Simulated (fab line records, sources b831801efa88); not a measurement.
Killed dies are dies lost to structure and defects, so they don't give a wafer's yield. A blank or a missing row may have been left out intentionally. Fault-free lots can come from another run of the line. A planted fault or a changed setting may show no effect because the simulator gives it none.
Comparing a struck lot with a sound one / flow sky130 / 43 steps out of a route of 708
Sound: wafers L116.4, L116.5, L116.6. Struck: wafer L133.1 (L133.4, L133.5, from the same lot, were not struck and are left out); the cause is given at the end.
For every step that has rows: the tool of each side, followed by ch and its chambers, followed by its first start. Under that, the readings that differ: sound wafers / struck wafers / difference of the means / sigmas: that difference in standard deviations of wafers without a fault.
alike: readings whose means differ by less than 2 such deviations, and words and numbers that are the same on both sides. not compared: withheld readings, readings that some wafer has no value for, bounds like >300 that may hide the same value, and numbers for which the record gives no deviation and whose values overlap.
A row with sigmas, a row that says differs or no value, or rows on one side alone: a step with any of these is where the two part. Numbers that don't overlap but have no deviation are shown without sigmas and don't part them. Lack of a reading on every wafer of one side parts them only where that side has two or more wafers.

first, 1 step without rows for these wafers: SKY_VIA2_CMP_02 (polishes SiO2).
SKY_VIA2_BOW_MEAS_03:
  sound on filmMetro-01, day 36 20:34; struck on filmMetro-02, day 41 21:17
  alike: VIA2_BOW
then, 8 steps without rows for these wafers: SKY_VIA2_DEHYDRATE_04 (time 60 s); SKY_VIA2_HMDS_05 (prime time 60 s); SKY_VIA2_COAT_06 (resist thk 60 nm); SKY_VIA2_COAT_07 (resist thk 450 nm); SKY_VIA2_SOFTBAKE_08 (time 90 s); SKY_VIA2_EXPOSE_09 (exposes mask VIM2, target cd 200 nm); SKY_VIA2_PEB_10; SKY_VIA2_DEVELOP_11 (develop time 60 s).
SKY_VIA2_CD_MEAS_12: target cd 200 nm.
  sound on cdSem-02, day 37 23:28; struck on cdSem-01, day 42 22:00
  alike: cdNm
SKY_VIA2_OVL_MEAS_13:
  sound on overlay-01, day 37 23:32; struck on overlay-01, day 42 22:07
  alike: VIA2_OVL
SKY_VIA2_ETCH_14: etches BARC in N2/H2, stops on SiO2, time 45.9 s, target depth 60 nm.
  sound on rieDiel-02 ch 1,2,3, day 37 23:34; struck on rieDiel-04 ch 2, day 42 22:10
  alike: biasW, chamberPressureMTorr, drypumpMotorCurrentA, oesProductAu, throttleValvePct
  not compared: rfHoursCounterH
SKY_VIA2_ETCH_15: etches SiO2 in C4F8/O2/Ar, stops on TiN, target depth 546 nm, time 84 s.
  sound on rieDiel-02 ch 1,2,3, day 37 23:36; struck on rieDiel-04 ch 2, day 42 22:12
reading=biasW (W); sound=1200 1201 1204; struck=1195; difference=-7; sigmas=-2
  alike: chamberPressureMTorr, oesProductAu
  not compared: rfHoursCounterH
then, 4 steps without rows for these wafers: SKY_VIA2_STRIP_16 (strips in O2/N2); SKY_VIA2_STRIP_17 (strips in post etch residue remover, time 1200 s); SKY_VIA2_CLEAN_18 (cleans in IPA, time 180 s); SKY_VIA2_CLEAN_19 (cleans in O3/DIW).
SKY_VIA2_SPUTTER_20: material TiN, target thk 20 nm, time 80 s.
  sound on pvdSputter-02, day 38 00:16; struck on pvdSputter-03, day 42 22:52
  alike: chamberPressurePa, throttleValvePct
then, 1 step without rows for these wafers: SKY_VIA2_CVD_21 (deposits W, target thk 420 nm, time 126.4 s).
SKY_VIA2_RS_MEAS_22: measurement is done with a four-point probe.
  sound on filmMetro-03, day 38 00:31; struck on filmMetro-03, day 42 23:04
  alike: VIA2_W_RS
SKY_VIA2_THK_MEAS_23: measures by xrf.
  sound on filmMetro-03, day 38 00:36; struck on filmMetro-03, day 42 23:11
  alike: VIA2_W_THK
then, 4 steps without rows for these wafers: SKY_VIA2_CMP_24 (polishes, stops on SiO2, t overpolish 20 s, target thk 0 nm); SKY_METAL3_SPUTTER_00 (material Ti, target thk 15 nm, time 10 s); SKY_METAL3_SPUTTER_01 (material TiN, target thk 20 nm, time 16.7 s); SKY_METAL3_SPUTTER_02 (material AlCu, target thk 735 nm, time 39.1 s).
SKY_METAL3_SPUTTER_03: material Ti, target thk 5 nm, time 3.3 s.
  sound on pvdSputter-01, day 38 01:01; struck on pvdSputter-03, day 42 23:38
  alike: chamberPressurePa, throttleValvePct
then, 2 steps without rows for these wafers: SKY_METAL3_SPUTTER_04 (material TiN, target thk 70 nm, time 58.3 s); SKY_CAPM_CVD_00 (deposits SiO2, target thk 15.5 nm).
SKY_CAPM_THK_MEAS_01:
  sound on filmMetro-04, day 38 01:08; struck on filmMetro-03, day 42 23:43
  alike: CAPM_CVD_00_THK
SKY_CAPM_SPUTTER_02: material TiN, target thk 200 nm, time 171.6 s.
  sound on pvdSputter-04, day 38 01:10; struck on pvdSputter-02, day 42 23:47
  alike: chamberPressurePa, throttleValvePct
SKY_CAPM_RS_MEAS_03: measurement is done with a four-point probe.
  sound on filmMetro-02, day 38 01:20; struck on filmMetro-03, day 42 23:53
  alike: CAPM_TIN_RS
SKY_CAPM_THK_MEAS_04: measures by xrf.
  sound on filmMetro-02, day 38 01:25; struck on filmMetro-03, day 43 00:01
  alike: CAPM_TIN_THK
then, 7 steps without rows for these wafers: SKY_CAPM_DEHYDRATE_05 (time 60 s); SKY_CAPM_HMDS_06 (prime time 60 s); SKY_CAPM_COAT_07 (resist thk 1140 nm); SKY_CAPM_SOFTBAKE_08 (time 60 s); SKY_CAPM_EXPOSE_09 (exposes mask CAPM, target cd 1000 nm); SKY_CAPM_PEB_10; SKY_CAPM_DEVELOP_11 (develop time 60 s).
SKY_CAPM_OVL_MEAS_12:
  sound on overlay-01, day 39 02:52; struck on overlay-02, day 44 00:02
  alike: CAPM_OVL
SKY_CAPM_METAL_ETCH_13: etches TiN in Cl2/BCl3, stops on SiO2, target depth 220 nm, time 62.9 s.
  sound on rieMetal-02 ch 0,1, day 39 02:55; struck on rieMetal-01 ch 1, day 44 00:04
reading=rfHoursCounterH (h); sound=- - -; struck=24; difference=no value on the sound wafers; sigmas=
  alike: biasW, chamberPressureMTorr, drypumpMotorCurrentA, oesProductAu, throttleValvePct
-- the record jumps here: 7 days lie between the struck wafers' starts before and after (it left off in module CAPM and takes up again in module PAD_OPEN, whose first step shown is number 708 of the route) --
SKY_PAD_OPEN_PROBE_99:
  sound on prober-02, day 47 11:31; struck on prober-01, day 51 05:04
reading=defectLimitedYield (%); sound=81.5 85.8 84.6; struck=73.6; difference=-10.4; sigmas=-5
reading=killed_at_M0_to_M3; sound=44 38 42; struck=92; difference=+51; sigmas=+8
reading=killedDies; sound=91 70 76; struck=130; difference=+51; sigmas=+6
reading=sort_bin_3_pad_short (%); sound=1.2 0.8 0.4; struck=3.7; difference=+2.9; sigmas=+8
reading=sort_bin_5_function (%); sound=11.2 8.3 9.3; struck=17.1; difference=+7.5; sigmas=+5
reading=sortNPass; sound=401 422 416; struck=362; difference=-51; sigmas=-6
reading=sortYieldPct (%); sound=81.5 85.8 84.6; struck=73.6; difference=-10.4; sigmas=-5
reading=model.etest.tester.sortNPass; sound=401 422 416; struck=362; difference=-51; sigmas=
reading=model.etest.tester.sortYieldPct (%); sound=81.5 85.77 84.55; struck=73.58; difference=-10.36; sigmas=
reading=model.etest.tester.sort_bin_5_pct (%); sound=11.18 8.333 9.35; struck=17.07; difference=+7.45; sigmas=
reading=model.etest.tester.sort_bin_3_pct (%); sound=1.22 0.813 0.4065; struck=3.659; difference=+2.846; sigmas=
  alike: killed_at_M4_up, killedAtContacts, killedAtFrontEnd, killedAtOther, killedOpen, killedShort, sort_bin_6_memory

== WHERE THEY PART ==
Last at SKY_PAD_OPEN_PROBE_99 as far as this record goes, first at SKY_VIA2_ETCH_15.

WHY: the cause the simulator had injected
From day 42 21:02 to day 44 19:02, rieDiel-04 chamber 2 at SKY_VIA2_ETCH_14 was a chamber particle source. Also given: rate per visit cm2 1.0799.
